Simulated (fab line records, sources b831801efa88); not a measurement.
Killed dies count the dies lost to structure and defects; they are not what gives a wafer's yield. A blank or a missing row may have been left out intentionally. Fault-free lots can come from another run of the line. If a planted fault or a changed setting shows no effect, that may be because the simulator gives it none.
fab line records	flow sky130
record: lots: 6	wafers: 18	last-day: 49
route steps=708 shown CONTACT@412 PAD_OPEN@708
lots that met no fault: taken from a fault-free run of the same line
start-h: start of the lot's first displayed wafer, in hours after the record's first day	wait-h: hours since the lot's step before	" same as the row above	L1.1+2: a row that stands for several wafers	- either no value or no given start	* or withheld: withheld	< > ~ a bound
route shown NAME@n: names a module that has steps shown in the file, with the first one's number in the route	usual: mean/standard deviation taken from wafers without a fault	same: alike in all rows	chamber/n: place in a boat	sites: readings site by site	_std_site: the standard deviation of these	_edge_site: outer sites' mean less inner sites'	radius-mm: for every site, how far away it sits from the centre of the wafer	mask NAME#n: copy n	behind: the last tool/chamber to shape the wafer	hold: the reason the lot was held/the length of the hold in hours/how it ended	device: the transistor (n, p or np) that didn't switch	end of line: the same wafers' tests at the end of the route	where a step has no rows: the recipe by itself	killed: the dies lost at the first sort to structure and to defects; this is not the yield of the wafer	map: shows each die of a wafer: x if killed, . if not, _ if none is there
set.NAME: the setting the step ran with; set.NAME@STEP: the setting that earlier step ran with	model.NAME: the simulator's own value behind a step, which no gauge read
certain route steps with their lots: each step a table, each wafer a row
services: when a tool's chamber went out of use (start-h, in hours from the record's first day, below 0 if earlier), for how many hours, and the reason
== steps ==
step: SKY_CONTACT_DEHYDRATE_06
recipe: temp-c: 200	time-s: 60
step: SKY_CONTACT_HMDS_07
recipe: prime-time-s: 60	prime-temp-c: 120
step: SKY_CONTACT_COAT_08
recipe: resist: BARC	temp-c: withheld	time-s: withheld	spin-rpm: 3000	resist-thk-nm: 60
step: SKY_CONTACT_COAT_09
recipe: resist: KrF-thick	spin-rpm: 3000	resist-thk-nm: 450
step: SKY_CONTACT_SOFTBAKE_10
recipe: temp-c: 100	time-s: 90	resist: KrF-thick
step: SKY_CONTACT_EXPOSE_11
recipe: mask-id: CTM1	na: 0.8	source-shape: annular	sigma-inner: 0.55	sigma-outer: 0.85	target-cd-nm: 170	dose-mj: 38
step: SKY_CONTACT_PEB_12
recipe: peb-temp-c: withheld	peb-time-s: withheld	resist: KrF-thick
step: SKY_CONTACT_DEVELOP_13
recipe: develop-time-s: 60	resist: KrF-thick	dev-temp-c: 21
step: SKY_CONTACT_CD_MEAS_14
recipe: target-cd-nm: 170
usual: cd-nm: 169.4/1.9
lot.wafer	tool	chamber	start-h	wait-h	cd-nm
L974.2	cd-sem-01	-	738.87	-	168.2
L974.5	"	-	"	"	169.7
L974.6	"	-	"	"	168.5
L980.1	cd-sem-02	-	783.87	-	171.3
L980.2	"	-	"	"	170.6
L980.6	"	-	"	"	169.8
L981.3	cd-sem-02	-	787.41	-	169.7
L981.4	"	-	"	"	171.4
L981.6	"	-	"	"	170.4
L982.3	cd-sem-01	-	798.06	-	171.8
L982.4	"	-	"	"	171.2
L982.5	"	-	"	"	172.0
L993.1	cd-sem-02	-	877.85	-	172.7
L993.3	"	-	"	"	172.6
L993.6	"	-	"	"	171.0
L992.1	cd-sem-01	-	878.80	-	169.1
L992.5	"	-	"	"	168.2
L992.6	"	-	"	"	166.7
step: SKY_CONTACT_OVL_MEAS_15
usual: CONTACT_OVL: 1/5.1
lot.wafer	tool	chamber	start-h	wait-h	CONTACT_OVL[nm]
L974.2	overlay-01	-	738.97	0.1	5
L974.5	"	-	"	"	3
L974.6	"	-	"	"	-6
L980.1	overlay-01	-	783.99	0.1	-4
L980.2	"	-	"	"	-6
L980.6	"	-	"	"	-3
L981.3	overlay-02	-	787.50	0.1	8
L981.4	"	-	"	"	7
L981.6	"	-	"	"	-3
L982.3	overlay-01	-	798.15	0.1	5
L982.4	"	-	"	"	7
L982.5	"	-	"	"	3
L993.1	overlay-02	-	877.97	0.1	4
L993.3	"	-	"	"	3
L993.6	"	-	"	"	1
L992.1	overlay-01	-	878.92	0.1	-4
L992.5	"	-	"	"	3
L992.6	"	-	"	"	2
step: SKY_CONTACT_ETCH_16
recipe: chemistry: N2/H2	target: BARC	ion-energy-ev: 200	source-w: 500	bias-w: 100	pressure-mtorr: 30	n2-flow-sccm: 100	h2-flow-sccm: 200	stop-on: SiO2	time-s: 45.9	target-depth-a: 600
usual: bias-w: 100.00/0.3	chamber-pressure-mTorr: 29.999/0.028	drypump-motor-current-A: 5.6/0.37	oes-product-au: 0.855/0.0047	throttle-valve-pct: 13.225/0.0085
lot.wafer	tool	chamber	start-h	wait-h	bias-w	chamber-pressure-mTorr	drypump-motor-current-A	oes-product-au	rf-hours-counter-h	throttle-valve-pct
L974.2	rie-diel-04	3	739.00	0.0	99.59	30.008	5.3	0.856	4	13.208
L974.5	"	3	"	"	99.49	30.016	5.3	0.850	-	13.229
L974.6	"	2	"	"	100.03	29.977	5.4	0.859	-	13.217
L980.1	rie-diel-01	3	784.03	0.0	100.41	29.969	5.8	0.854	3	13.220
L980.2	"	2	"	"	100.00	29.996	5.9	0.857	10	13.214
L980.6	"	2	"	"	99.95	30.012	5.9	0.865	-	13.208
L981.3	rie-diel-04	1	787.53	0.0	99.44	30.000	5.2	0.843	22	13.228
L981.4	"	3	"	"	99.96	30.027	5.3	0.852	-	13.231
L981.6	"	2	"	"	99.59	29.972	5.4	0.855	-	13.223
L982.3	rie-diel-02	0	798.18	0.0	99.93	30.040	5.5	0.853	10	13.223
L982.4	"	1	"	"	100.23	30.004	6.4	0.856	11	13.220
L982.5	"	2	"	"	100.02	30.038	4.9	0.854	-	13.222
L993.1	rie-diel-04	2	878.00	0.0	99.73	30.011	5.3	0.860	15	13.225
L993.3	"	0	"	"	99.76	30.011	5.3	0.851	3	13.236
L993.6	"	2	"	"	99.73	29.984	5.3	0.851	-	13.229
L992.1	rie-diel-02	1	878.95	0.0	100.13	30.022	6.4	0.859	13	13.224
L992.5	"	3	"	"	99.86	30.032	5.6	0.848	-	13.239
L992.6	"	2	"	"	100.16	29.998	4.9	0.859	-	13.222
step: SKY_CONTACT_ETCH_17
recipe: target: SiO2	chemistry: C4F8/O2/Ar	stop-on: Si3N4	mask-material: KrF-thick	source-w: 1500	bias-w: 1200	pressure-mtorr: 40	c4f8-flow-sccm: withheld	O2_flow_sccm: 6	Ar_flow_sccm: 300	time-s: withheld	target-depth-a: 3400
usual: bias-w: 1200/3.7	chamber-pressure-mTorr: 40.00/0.038	oes-product-au: 0.893/0.0051
lot.wafer	tool	chamber	start-h	wait-h	bias-w	chamber-pressure-mTorr	oes-product-au
L974.2	rie-diel-04	3	739.05	0.0	1202	39.94	0.888
L974.5	"	3	"	"	1198	40.00	0.897
L974.6	"	2	"	"	1200	40.02	0.892
L980.1	rie-diel-01	3	784.07	0.0	1199	39.97	0.888
L980.2	"	2	"	"	1194	40.02	0.890
L980.6	"	2	"	"	1197	39.94	0.894
L981.3	rie-diel-04	1	787.57	0.0	1198	40.02	0.892
L981.4	"	3	"	"	1206	39.97	0.891
L981.6	"	2	"	"	1201	39.98	0.887
L982.3	rie-diel-02	0	798.22	0.0	1201	40.01	0.899
L982.4	"	1	"	"	1205	39.99	0.888
L982.5	"	2	"	"	1201	40.00	0.894
L993.1	rie-diel-04	2	878.05	0.0	1210	40.08	0.886
L993.3	"	0	"	"	1193	39.99	0.892
L993.6	"	2	"	"	1203	40.01	0.890
L992.1	rie-diel-02	1	879.00	0.0	1200	40.01	0.893
L992.5	"	3	"	"	1200	40.02	0.893
L992.6	"	2	"	"	1195	40.03	0.892
step: SKY_CONTACT_ETCH_18
recipe: target: Si3N4	chemistry: CHF3/O2	stop-on: TiN	source-w: 600	bias-w: 200	pressure-mtorr: 40	chf3-flow-sccm: 50	O2_flow_sccm: 5	time-s: 39	target-depth-a: 750
usual: O2_flow_sccm: 4.999/0.015	bias-w: 200.0/0.63	drypump-motor-current-A: 5.6/0.37	oes-product-au: 0.855/0.0076	throttle-valve-pct: 8.793/0.0083
lot.wafer	tool	chamber	start-h	wait-h	O2_flow_sccm	bias-w	drypump-motor-current-A	oes-product-au	rf-hours-counter-h	throttle-valve-pct	model.KrF-thick_of_CONTACT_COAT_09.thk-nm
L974.2	rie-diel-04	3	739	-	4.995	200.4	5.3	0.852	4	8.803	241.8
L974.5	"	3	"	"	4.992	198.8	5.3	0.858	-	8.787	241.8
L974.6	"	2	"	"	5.017	200.9	5.4	0.855	-	8.773	245.4
L980.1	rie-diel-01	3	784	-	5.003	200.4	5.8	0.853	3	8.804	246.7
L980.2	"	2	"	"	5.003	200.3	5.9	0.849	10	8.801	244.3
L980.6	"	2	"	"	4.998	200.2	5.9	0.860	-	8.806	244.9
L981.3	rie-diel-04	1	787	-	-	-	-	-	-	-	322.8
L981.4	"	3	"	"	-	-	-	-	-	-	323.4
L981.6	"	2	"	"	-	-	-	-	-	-	323.8
L982.3	rie-diel-02	0	798	-	-	-	-	-	-	-	326.7
L982.4	"	1	"	"	-	-	-	-	-	-	327.4
L982.5	"	2	"	"	-	-	-	-	-	-	328.4
L993.1	rie-diel-04	2	878	-	5.008	199.4	5.4	0.863	15	8.784	245.1
L993.3	"	0	"	"	4.992	199.9	5.2	0.847	3	8.816	244.5
L993.6	"	2	"	"	5.010	200.8	5.4	0.863	-	8.790	244.6
L992.1	rie-diel-02	1	879	-	4.989	200.2	6.4	0.857	13	8.805	240.5
L992.5	"	3	"	"	5.004	200.3	5.6	0.867	-	8.789	238.6
L992.6	"	2	"	"	5.014	200.0	4.9	0.860	-	8.792	240.3
step: SKY_CONTACT_STRIP_19
recipe: chemistry: O2/N2	power-w: 1400	pressure-mtorr: 1500	platen-temp-c: withheld	o2-flow-sccm: 3000	n2-flow-sccm: 300	overash-fraction: 0.5
usual: drypump-motor-current-A: 6.12/0.17	oes-product-au: 0.380/0.005	strip-time-to-endpoint-s: 3.619/0.028
lot.wafer	tool	chamber	start-h	wait-h	drypump-motor-current-A	oes-product-au	rf-hours-counter-h	strip-time-to-endpoint-s
L974.2	plasma-asher-02	1	739.14	-	6.16	0.378	58	3.620
L974.5	"	0	"	"	5.95	0.384	-	3.612
L974.6	"	1	"	"	6.15	0.388	-	3.659
L980.1	plasma-asher-02	1	784.16	-	6.16	0.378	63	3.658
L980.2	"	0	"	"	5.96	0.375	63	3.629
L980.6	"	0	"	"	5.95	0.377	-	3.638
L981.3	plasma-asher-04	1	787.69	-	6.31	0.414	-	4.456
L981.4	"	0	"	"	5.89	0.420	-	4.470
L981.6	"	1	"	"	6.32	0.408	-	4.475
L982.3	plasma-asher-02	0	798.34	-	5.97	0.424	-	4.486
L982.4	"	1	"	"	6.15	0.425	-	4.519
L982.5	"	0	"	"	5.99	0.418	-	4.506
L993.1	plasma-asher-02	0	878.14	-	5.96	0.389	73	3.627
L993.3	"	0	"	"	5.95	0.380	-	3.613
L993.6	"	0	"	"	5.96	0.388	-	3.643
L992.1	plasma-asher-04	0	879.09	-	5.91	0.383	45	3.578
L992.5	"	1	"	"	6.30	0.380	-	3.576
L992.6	"	0	"	"	5.90	0.374	-	3.567
step: SKY_CONTACT_STRIP_20
recipe: chemistry: post-etch-residue-remover	time-s: 1200	temp-c: 72.5
step: SKY_PAD_OPEN_PROBE_99
usual: killed_at_M0_to_M3: 45/7	killed_at_M4_up: 3.4/1.8	killed-at-contacts: 24/5.4	killed-at-front-end: 16/4.8	killed-at-other: 0.4/0.62	killed-dies: 89/10	killed-on-rim: 17/3.5	killed-open: 48/7.2	killed-short: 40/6.3
same: gross-dies: 492	killed-at-back-side: 0
lot.wafer	tool	chamber	start-h	wait-h	killed_at_M0_to_M3	killed_at_M4_up	killed-at-contacts	killed-at-front-end	killed-at-other	killed-dies	killed-on-rim	killed-open	killed-short
L981.3	prober-01	-	1114.16	0.2	50	3	420	19	0	492	96	47	46
L981.4	prober-01	-	1114.21	0.2	56	3	419	14	0	492	96	51	38
L981.6	prober-01	-	1114.31	0.2	60	4	406	22	0	492	96	61	45
L982.3	prober-02	-	1122.92	0.2	38	3	435	16	0	492	96	47	41
L982.4	prober-02	-	1122.97	0.2	41	4	430	16	1	492	96	46	36
L982.5	prober-02	-	1123.02	0.2	39	5	435	12	1	492	96	44	32
killed by level:class
L981.3 CONTACT:area-etch=396 VIA1:geometric-particle:open=14 METAL1:geometric-particle:short=11 CONTACT:geometric-particle:open=10 VIA3:geometric-particle:open=6 VIA1:geometric-particle:short=5 FIELD_ISO:geometric-particle:short=4 POLY_GATE:geometric-particle:short=4
L981.4 CONTACT:area-etch=400 VIA1:geometric-particle:open=13 CONTACT:geometric-particle:open=9 METAL2:geometric-particle:short=8 VIA3:geometric-particle:open=7 VIA1:geometric-particle:short=6 VIA2:geometric-particle:open=4 METAL3:geometric-particle:short=4
L981.6 CONTACT:area-etch=383 VIA1:geometric-particle:open=18 METAL1:geometric-particle:short=13 LI_CONTACT:geometric-particle:open=10 VIA2:geometric-particle:open=7 CONTACT:geometric-particle:open=6 METAL2:geometric-particle:short=5 POLY_GATE:geometric-particle:short=4
L982.3 CONTACT:area-etch=404 CONTACT:geometric-particle:open=11 METAL1:geometric-particle:short=9 VIA1:geometric-particle:open=9 FIELD_ISO:geometric-particle:open=6 LI_CONTACT:geometric-particle:open=6 CONTACT:geometric-particle:short=6 LOCAL_INTERCONNECT:geometric-particle:short=5
L982.4 CONTACT:area-etch=410 VIA1:geometric-particle:open=8 METAL1:geometric-particle:short=7 VIA2:geometric-particle:open=6 CONTACT:geometric-particle:open=6 VIA3:geometric-particle:open=6 POLY_GATE:geometric-particle:open=4 LI_CONTACT:geometric-particle:open=4
L982.5 CONTACT:area-etch=416 CONTACT:geometric-particle:open=8 VIA1:geometric-particle:open=7 VIA3:geometric-particle:open=7 METAL2:geometric-particle:short=5 POLY_GATE:geometric-particle:short=4 VIA2:geometric-particle:open=4 VIA1:geometric-particle:short=4
map L981.3 (x killed, . not)
__________xxxxxxxxxx_________
________xxxxxxxxxxxxxx_______
______xxxxxxxxxxxxxxxxxx_____
_____xxxxxxxxxxxxxxxxxxxx____
____xxxxxxxxxxxxxxxxxxxxxx___
___xxxxxxxxxxxxxxxxxxxxxxxx__
__xxxxxxxxxxxxxxxxxxxxxxxxxx_
_xxxxxxxxxxxxxxxxxxxxxxxxxxxx
_xxxxxxxxxxxxxxxxxxxxxxxxxxxx
_xxxxxxxxxxxxxxxxxxxxxxxxxxxx
_xxxxxxxxxxxxxxxxxxxxxxxxxxxx
_xxxxxxxxxxxxxxxxxxxxxxxxxxxx
_xxxxxxxxxxxxxxxxxxxxxxxxxxxx
_xxxxxxxxxxxxxxxxxxxxxxxxxxxx
_xxxxxxxxxxxxxxxxxxxxxxxxxxxx
__xxxxxxxxxxxxxxxxxxxxxxxxxx_
___xxxxxxxxxxxxxxxxxxxxxxxx__
____xxxxxxxxxxxxxxxxxxxxxx___
_____xxxxxxxxxxxxxxxxxxxx____
______xxxxxxxxxxxxxxxxxx_____
________xxxxxxxxxxxxxx_______
__________xxxxxxxxxx_________
map L982.3 (x killed, . not)
__________xxxxxxxxxx_________
________xxxxxxxxxxxxxx_______
______xxxxxxxxxxxxxxxxxx_____
_____xxxxxxxxxxxxxxxxxxxx____
____xxxxxxxxxxxxxxxxxxxxxx___
___xxxxxxxxxxxxxxxxxxxxxxxx__
__xxxxxxxxxxxxxxxxxxxxxxxxxx_
_xxxxxxxxxxxxxxxxxxxxxxxxxxxx
_xxxxxxxxxxxxxxxxxxxxxxxxxxxx
_xxxxxxxxxxxxxxxxxxxxxxxxxxxx
_xxxxxxxxxxxxxxxxxxxxxxxxxxxx
_xxxxxxxxxxxxxxxxxxxxxxxxxxxx
_xxxxxxxxxxxxxxxxxxxxxxxxxxxx
_xxxxxxxxxxxxxxxxxxxxxxxxxxxx
_xxxxxxxxxxxxxxxxxxxxxxxxxxxx
__xxxxxxxxxxxxxxxxxxxxxxxxxx_
___xxxxxxxxxxxxxxxxxxxxxxxx__
____xxxxxxxxxxxxxxxxxxxxxx___
_____xxxxxxxxxxxxxxxxxxxx____
______xxxxxxxxxxxxxxxxxx_____
________xxxxxxxxxxxxxx_______
__________xxxxxxxxxx_________
== services ==
tool	chamber	start-h	hours	kind
rie-diel-01	0	718.96	5.4	repair
rie-diel-01	2	723.79	4.3	repair
rie-diel-02	2	759.69	8.5	repair
rie-diel-04	0	760.09	-	clean
rie-diel-04	0	760.09	29.7	scheduled-down
rie-diel-04	0	760.09	29.7	vent-cycle
rie-diel-04	1	774.78	1.4	repair
rie-diel-01	1	783.22	52.3	repair
rie-diel-02	-	785.65	0.3	repair
rie-diel-01	-	788.40	1.1	repair
rie-diel-02	3	803.67	1.5	repair
rie-diel-02	1	811.93	5.0	repair
rie-diel-01	3	822.50	3.9	repair
rie-diel-04	3	842.89	2.9	repair
rie-diel-01	3	874.57	11.6	repair
== key ==
first-sign: step: SKY_CONTACT_ETCH_18	reading: tool-record	direction: missing
effect: step: SKY_CONTACT_STRIP_19	reading: strip-time-to-endpoint-s	direction: up	sigmas: 31	usual: *	struck: *
effect: step: SKY_PAD_OPEN_PROBE_99	reading: killed-at-contacts	direction: up	sigmas: 74	usual: 24	struck: 424
model-effect: step: SKY_CONTACT_ETCH_18	value: KrF-thick_of_CONTACT_COAT_09.thk-nm	without: 240.6	struck: 325.4
more-kills-born-at: SKY_CONTACT_ETCH_18@rie-diel-02: 1230	SKY_CONTACT_ETCH_18@rie-diel-04: 1179
met-at SKY_CONTACT_ETCH_18
struck-wafers L981.3,L981.4,L981.6,L982.3,L982.4,L982.5
later-rows-left-out L981.3,L981.4,L981.6,L982.3,L982.4,L982.5
tester-left-out L981,L982
onset-between 739 787
fault: kind: skipped-step-whole	tool: rie-diel-02,rie-diel-04	chamber: -	onset-h: 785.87	steps: SKY_CONTACT_ETCH_18	scope: struck-lots-only
tester-left-out: of these lots the tester's yield and bins aren't shown, on N5 and GAA mostly nor the transistor test; their killed dies are dies lost to structure and defects alone, not to doping, threshold or leakage, so they don't give the yield
later-rows-left-out: the simulator's readings of these wafers behind a module that went badly wrong aren't trusted and aren't shown, but for the sort
